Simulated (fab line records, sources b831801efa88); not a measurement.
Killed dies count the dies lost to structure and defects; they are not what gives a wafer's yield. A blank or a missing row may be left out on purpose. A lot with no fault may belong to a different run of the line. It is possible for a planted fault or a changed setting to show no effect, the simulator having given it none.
What tool caused it? :: flow gf180mcu :: Sampling: 13 lots, 39 wafers, 4 of 602 route steps

WHAT EACH GAUGE READ, for each wafer
GF_MVPSD_OVL_MEAS_07.
lot: L992
measured: day 4 23:20
on: overlay-02
MVPSD_OVL (nm): 0.6 1.8 2.1

lot: L993
measured: day 5 03:59
on: overlay-02
MVPSD_OVL (nm): 0.4 0.6 -0.9

lot: L994
measured: day 5 11:02
on: overlay-01
MVPSD_OVL (nm): 1.7 -0.1 2.5

lot: L995
measured: day 5 20:29
on: overlay-02
MVPSD_OVL (nm): 1.7 1.9 2.6

lot: L996
measured: day 6 00:14
on: overlay-01
MVPSD_OVL (nm): -1.1 -1.4 -1.5

lot: L997
measured: day 6 07:07
on: overlay-01
MVPSD_OVL (nm): -1.5 -0.4 -0.2

lot: L999
measured: day 6 22:35
on: overlay-01
MVPSD_OVL (nm): 0.1 1.5 0.5

lot: L103
measured: day 8 03:04
on: overlay-02
MVPSD_OVL (nm): 1.0 2.8 -0.5

lot: L106
measured: day 8 17:02
on: overlay-01
MVPSD_OVL (nm): 1.3 0.7 -0.4

lot: L110
measured: day 9 11:22
on: overlay-02
MVPSD_OVL (nm): -0.6 -0.7 0.0

lot: L111
measured: day 9 16:50
on: overlay-02
MVPSD_OVL (nm): 0.4 0.3 0.3

lot: L112
measured: day 10 05:37
on: overlay-02
MVPSD_OVL (nm): 1.2 0.3 0.7

lot: L113
measured: day 10 07:38
on: overlay-01
MVPSD_OVL (nm): -1.8 -2.3 -3.6

GF_VT_IMPLANT_RS_MEAS_46: a four-point-probe measurement.
lot: L992
measured: day 7 11:02
on: filmMetro-03
MVSD_RS (ohm/sq): 454.1 454.7 454.9

lot: L993
measured: day 7 17:07
on: filmMetro-04
MVSD_RS (ohm/sq): 457.4 457.0 457.3

lot: L994
measured: day 8 01:10
on: filmMetro-01
MVSD_RS (ohm/sq): 454.2 454.3 454.6

lot: L995
measured: day 8 10:07
on: filmMetro-03
MVSD_RS (ohm/sq): 458.4 458.7 458.2

lot: L996
measured: day 8 16:32
on: filmMetro-03
MVSD_RS (ohm/sq): 455.2 456.2 455.5

lot: L997
measured: day 8 22:38
on: filmMetro-03
MVSD_RS (ohm/sq): 457.6 456.1 457.4

lot: L999
measured: day 9 16:59
on: filmMetro-04
MVSD_RS (ohm/sq): 457.4 456.5 455.9

lot: L103
measured: day 11 01:38
on: filmMetro-01
MVSD_RS (ohm/sq): 456.9 457.3 457.6

lot: L106
measured: day 11 17:11
on: filmMetro-03
MVSD_RS (ohm/sq): 456.1 455.6 456.5

lot: L110
measured: day 12 14:21
on: filmMetro-04
MVSD_RS (ohm/sq): 456.1 455.1 455.9

lot: L111
measured: day 12 19:20
on: filmMetro-01
MVSD_RS (ohm/sq): 454.7 456.1 455.4

lot: L112
measured: day 13 10:11
on: filmMetro-01
MVSD_RS (ohm/sq): 456.9 458.0 456.8

lot: L113
measured: day 13 11:44
on: filmMetro-03
MVSD_RS (ohm/sq): 455.7 456.5 456.0

TOOL THAT RAN EACH LOT (tool first, then ch and the chambers of the sampled wafers, then the start)
lot: L992
GF_STI_ETCH_13: rieDiel-02 ch 0,2,3, day 2 02:07
GF_VT_IMPLANT_STRIP_09: plasmaAsher-04 ch 0,1, day 5 13:32

lot: L993
GF_STI_ETCH_13: rieDiel-03 ch 0,2,3, day 2 06:58
GF_VT_IMPLANT_STRIP_09: plasmaAsher-04 ch 0,1, day 5 18:58

lot: L994
GF_STI_ETCH_13: rieDiel-02 ch 1,2, day 2 12:07
GF_VT_IMPLANT_STRIP_09: plasmaAsher-01 ch 0,1, day 6 03:01

lot: L995
GF_STI_ETCH_13: rieDiel-02 ch 0,1,2, day 2 18:43
GF_VT_IMPLANT_STRIP_09: plasmaAsher-03 ch 0,1, day 6 12:07

lot: L996
GF_STI_ETCH_13: rieDiel-02 ch 0,1,2, day 2 22:46
GF_VT_IMPLANT_STRIP_09: plasmaAsher-03 ch 0,1, day 6 15:43

lot: L997
GF_STI_ETCH_13: rieDiel-03 ch 0,3, day 3 03:56
GF_VT_IMPLANT_STRIP_09: plasmaAsher-03 ch 0,1, day 6 22:25

lot: L999
GF_STI_ETCH_13: rieDiel-03 ch 2,3, day 3 14:22
GF_VT_IMPLANT_STRIP_09: plasmaAsher-04 ch 0,1, day 7 14:40

lot: L103
GF_STI_ETCH_13: rieDiel-04 ch 0,2,3, day 4 14:47
GF_VT_IMPLANT_STRIP_09: plasmaAsher-03 ch 0,1, day 8 19:52

lot: L106
GF_STI_ETCH_13: rieDiel-04 ch 1,2,3, day 5 05:59
GF_VT_IMPLANT_STRIP_09: plasmaAsher-03 ch 0,1, day 9 10:25

lot: L110
GF_STI_ETCH_13: rieDiel-02 ch 0,3, day 5 22:29
GF_VT_IMPLANT_STRIP_09: plasmaAsher-01 ch 0,1, day 10 05:52

lot: L111
GF_STI_ETCH_13: rieDiel-03 ch 0,2,3, day 6 03:25
GF_VT_IMPLANT_STRIP_09: plasmaAsher-03 ch 0,1, day 10 10:31

lot: L112
GF_STI_ETCH_13: rieDiel-02 ch 0,3, day 6 11:14
GF_VT_IMPLANT_STRIP_09: plasmaAsher-03 ch 0, day 11 01:01

lot: L113
GF_STI_ETCH_13: rieDiel-03 ch 1,2,3, day 6 13:25
GF_VT_IMPLANT_STRIP_09: plasmaAsher-03 ch 0,1, day 11 02:46
- GF_STI_ETCH_13: etches the open film in CHF3/O2, stops on Si, target depth 282.31 nm, time 112.9 s.
- GF_VT_IMPLANT_STRIP_09: strips in O2/N2.

WHAT THE TOOLS THEMSELVES READ (means of the sampled wafers that have a number; where no wafer has one, the mark that the record gives instead)
GF_STI_ETCH_13.
lot: L992
tool: rieDiel-02
O2_flow_sccm (sccm): 4.997
biasW (W): 200.4
drypumpMotorCurrentA (A): 5.5
oesProductAu (a.u.): 0.830
throttleValvePct (%): 8.808

lot: L993
tool: rieDiel-03
O2_flow_sccm (sccm): 4.999
biasW (W): 199.7
drypumpMotorCurrentA (A): 5.8
oesProductAu (a.u.): 0.836
throttleValvePct (%): 8.807

lot: L994
tool: rieDiel-02
O2_flow_sccm (sccm): 5.006
biasW (W): 200.3
drypumpMotorCurrentA (A): 6.0
oesProductAu (a.u.): 0.834
throttleValvePct (%): 8.807

lot: L995
tool: rieDiel-02
O2_flow_sccm (sccm): 5.002
biasW (W): 199.7
drypumpMotorCurrentA (A): 5.6
oesProductAu (a.u.): 0.832
throttleValvePct (%): 8.813

lot: L996
tool: rieDiel-02
O2_flow_sccm (sccm): 5.001
biasW (W): 199.8
drypumpMotorCurrentA (A): 5.6
oesProductAu (a.u.): 0.834
throttleValvePct (%): 8.804

lot: L997
tool: rieDiel-03
O2_flow_sccm (sccm): 5.012
biasW (W): 199.5
drypumpMotorCurrentA (A): 5.9
oesProductAu (a.u.): 0.831
throttleValvePct (%): 8.806

lot: L999
tool: rieDiel-03
O2_flow_sccm (sccm): 5.000
biasW (W): 199.6
drypumpMotorCurrentA (A): 5.8
oesProductAu (a.u.): 0.835
throttleValvePct (%): 8.824

lot: L103
tool: rieDiel-04
O2_flow_sccm (sccm): 5.008
biasW (W): 175.0
drypumpMotorCurrentA (A): 5.7
oesProductAu (a.u.): 0.833
throttleValvePct (%): 8.810

lot: L106
tool: rieDiel-04
O2_flow_sccm (sccm): 5.012
biasW (W): 175.7
drypumpMotorCurrentA (A): 6.0
oesProductAu (a.u.): 0.833
throttleValvePct (%): 8.814

lot: L110
tool: rieDiel-02
O2_flow_sccm (sccm): 5.010
biasW (W): 200.5
drypumpMotorCurrentA (A): 5.1
oesProductAu (a.u.): 0.833
throttleValvePct (%): 8.802

lot: L111
tool: rieDiel-03
O2_flow_sccm (sccm): 4.994
biasW (W): 200.4
drypumpMotorCurrentA (A): 5.8
oesProductAu (a.u.): 0.839
throttleValvePct (%): 8.812

lot: L112
tool: rieDiel-02
O2_flow_sccm (sccm): 4.996
biasW (W): 200.4
drypumpMotorCurrentA (A): 5.2
oesProductAu (a.u.): 0.835
throttleValvePct (%): 8.803

lot: L113
tool: rieDiel-03
O2_flow_sccm (sccm): 4.979
biasW (W): 200.2
drypumpMotorCurrentA (A): 5.8
oesProductAu (a.u.): 0.829
throttleValvePct (%): 8.803

GF_VT_IMPLANT_STRIP_09.
lot: L992
tool: plasmaAsher-04
drypumpMotorCurrentA (A): 5.3
heaterPowerW (W): 305
oesProductAu (a.u.): 0.714
stripTimeToEndpointS (s): 12.62

lot: L993
tool: plasmaAsher-04
drypumpMotorCurrentA (A): 5.3
heaterPowerW (W): 312
oesProductAu (a.u.): 0.722
stripTimeToEndpointS (s): 12.67

lot: L994
tool: plasmaAsher-01
drypumpMotorCurrentA (A): 5.8
heaterPowerW (W): 328
oesProductAu (a.u.): 0.714
stripTimeToEndpointS (s): 12.67

lot: L995
tool: plasmaAsher-03
drypumpMotorCurrentA (A): 5.6
heaterPowerW (W): 364
oesProductAu (a.u.): 0.711
stripTimeToEndpointS (s): 12.66

lot: L996
tool: plasmaAsher-03
drypumpMotorCurrentA (A): 5.8
heaterPowerW (W): 345
oesProductAu (a.u.): 0.714
stripTimeToEndpointS (s): 12.64

lot: L997
tool: plasmaAsher-03
drypumpMotorCurrentA (A): 5.6
heaterPowerW (W): 356
oesProductAu (a.u.): 0.713
stripTimeToEndpointS (s): 12.67

lot: L999
tool: plasmaAsher-04
drypumpMotorCurrentA (A): 5.6
heaterPowerW (W): 311
oesProductAu (a.u.): 0.713
stripTimeToEndpointS (s): 12.65

lot: L103
tool: plasmaAsher-03
drypumpMotorCurrentA (A): 5.6
heaterPowerW (W): 361
oesProductAu (a.u.): 0.715
stripTimeToEndpointS (s): 12.72

lot: L106
tool: plasmaAsher-03
drypumpMotorCurrentA (A): 5.8
heaterPowerW (W): 343
oesProductAu (a.u.): 0.717
stripTimeToEndpointS (s): 12.70

lot: L110
tool: plasmaAsher-01
drypumpMotorCurrentA (A): 5.7
heaterPowerW (W): 317
oesProductAu (a.u.): 0.716
stripTimeToEndpointS (s): 12.65

lot: L111
tool: plasmaAsher-03
drypumpMotorCurrentA (A): 5.8
heaterPowerW (W): 349
oesProductAu (a.u.): 0.722
stripTimeToEndpointS (s): 12.67

lot: L112
tool: plasmaAsher-03
drypumpMotorCurrentA (A): 5.9
heaterPowerW (W): 333
oesProductAu (a.u.): 0.718
stripTimeToEndpointS (s): 12.69

lot: L113
tool: plasmaAsher-03
drypumpMotorCurrentA (A): 5.6
heaterPowerW (W): 355
oesProductAu (a.u.): 0.719
stripTimeToEndpointS (s): 12.65

THE ANSWER, worked out from the rows above alone
Rule: the lots themselves supply what counts as usual. The widest of any qualifying gaps counts: lots, ordered by their means at a reading, are off when they make up no more than a third of the lots, leave a main group of 4 or more, and stand apart from it by 3 or more times the standard deviation of that group's means. Not used: any main group whose means are identical at the precision the tables above print for the reading. A lot without any number at a reading at which 4 lots or more have one is off too. All remaining lots with rows at the step are treated as sound. Order of review: gauges by route order, followed by the tools' own readings, for which a lot's mean as printed above is used. The first step at which some lot is off is used, and at that step the reading that is off furthest; a lot without a number counts as furthest.
Off, at GF_STI_ETCH_13 on biasW: L103, L106. Mean 200.0 W and standard deviation 0.37 in the main group.
If a tool, at that step or one of the process steps before it, ran each lot that is off and ran no sound lot following the first of them, it fits. One fits: GF_STI_ETCH_13 on rieDiel-04. It ran no sound lot before its first lot that is off in this sample, so the start can't be narrowed down.
The tool's own readings at GF_STI_ETCH_13 bear it out: on the lots that are off they differ by more than 5 times the standard deviation of the sound lots' means. biasW reads 175.3 W there against 200.0 W on the sound lots.

WHAT THE SIMULATOR HAD PUT IN
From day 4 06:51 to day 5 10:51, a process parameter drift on rieDiel-04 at GF_STI_ETCH_13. The setting biasW was moved by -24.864, starting from 200. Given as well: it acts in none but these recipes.
Lots struck among those shown: L103, L106. This agrees with what the rule above found.
